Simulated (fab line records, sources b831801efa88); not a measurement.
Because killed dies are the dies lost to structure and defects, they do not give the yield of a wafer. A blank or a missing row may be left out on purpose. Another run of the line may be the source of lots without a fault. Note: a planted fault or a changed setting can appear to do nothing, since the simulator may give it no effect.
A struck lot beside a sound one || flow sky130 || 19 steps out of a route of 708
Sound: these wafers, L469.2, L469.3, L469.6. The struck wafers were L463.2, L463.4, L463.5. The cause is named last.
Each step with rows lists, per side, the tool, then ch with its chambers, then its first start. Under that, the readings that differ: sound wafers || struck wafers || difference of the means || sigmas: that difference in standard deviations of wafers without a fault.
alike: words and numbers the same on both sides, and readings whose means are apart by under 2 such deviations; not compared: readings that were withheld, readings missing a value for some wafer, numbers with overlapping values and no deviation given by the record, and bounds like >300 which may hide the same value.
A row with sigmas, a row that says differs or no value, or rows on one side alone: a step with any of these is where the two part. When numbers do not overlap yet have no deviation, they are printed without sigmas and do not part them. Lack of a reading on every wafer of one side parts them only where that side has two or more wafers.

first, 1 step without rows for these wafers: SKY_FIELD_ISO_ANNEAL_26 (time 1800 s).
SKY_FIELD_ISO_CMP_27: polishes, stops on Si3N4, t overpolish 16 s, target thk 457.8 nm.
  sound on cmp-02 ch 0,1,2, day 6 06:31; struck on cmp-01 ch 0,2, day 5 01:09
  alike: motor current A, overpolish run s, time to endpoint s
then, 5 steps without rows for these wafers: SKY_FIELD_ISO_WET_ETCH_28 (etches SiO2 in dHF, target depth 23.7 nm, time 47 s); SKY_FIELD_ISO_WET_ETCH_29 (etches Si3N4 in H3PO4, target depth 160 nm, time 1825 s); SKY_FIELD_ISO_WET_ETCH_30 (etches SiO2 in dHF, target depth 25 nm, time 50 s); SKY_NWELL_CLEAN_00 (cleans in SC1/SC2, time 150 s); SKY_NWELL_OXIDATION_01 (stabilise 600 s, purge 300 s, target thk 10 nm).
SKY_NWELL_THK_MEAS_02:
  sound: film metro-01 at day 6 09:26; struck: film metro-02 at day 5 03:57
{"reading": "NWELL_OXIDATION_THK (nm)", "sound": "10.01 9.91 9.84", "struck": "10.14 10.26 10.40", "difference": "+0.35", "sigmas": "+2"}
then, 4 steps without rows for these wafers: SKY_DNWELL_DEHYDRATE_00 (time 60 s); SKY_DNWELL_HMDS_01 (prime time 60 s); SKY_DNWELL_COAT_02 (resist thk 3000 nm); SKY_DNWELL_SOFTBAKE_03.
SKY_DNWELL_EXPOSE_04: exposes mask DNM, target cd 3000 nm.
  struck on iline stepper-02, day 5 13:11; sound on iline stepper-02 ch 0, day 6 19:08
  no value came back on the struck wafers for exposure dose mJ cm2, focus offset nm (nm), na; on the sound wafers exposure dose mJ cm2 reads 221.57 221.77 221.70
  alike: mask
then, 3 steps without rows for these wafers: SKY_DNWELL_PEB_05; SKY_DNWELL_DEVELOP_06 (develop time 60 s); SKY_DNWELL_IMPLANT_07.
SKY_DNWELL_STRIP_08: strips in O2/N2.
  sound on plasma asher-04 ch 0,1, day 7 04:17; struck on plasma asher-04 ch 1, day 5 22:22
{"reading": "strip time to endpoint s (s)", "sound": "36.87 36.91 36.94", "struck": "37.03 37.19 37.10", "difference": "+0.20", "sigmas": "+2"}
  alike: drypump motor current A, oes product au
  not compared: rf hours counter h
SKY_DNWELL_TW_MEAS_09:
  sound: film metro-02 at day 7 04:24; struck: film metro-01 at day 5 22:29
{"reading": "DNWELL_TW", "sound": "1100 1102 1098", "struck": "30 30 29", "difference": -1070, "sigmas": "-99 or more"}
then, 1 step without rows for these wafers: SKY_PWDE_DEHYDRATE_00 (time 60 s).

== WHERE THEY PART ==
First at SKY_NWELL_THK_MEAS_02; last, within this record, at SKY_DNWELL_TW_MEAS_09.

WHY: the cause the simulator had injected
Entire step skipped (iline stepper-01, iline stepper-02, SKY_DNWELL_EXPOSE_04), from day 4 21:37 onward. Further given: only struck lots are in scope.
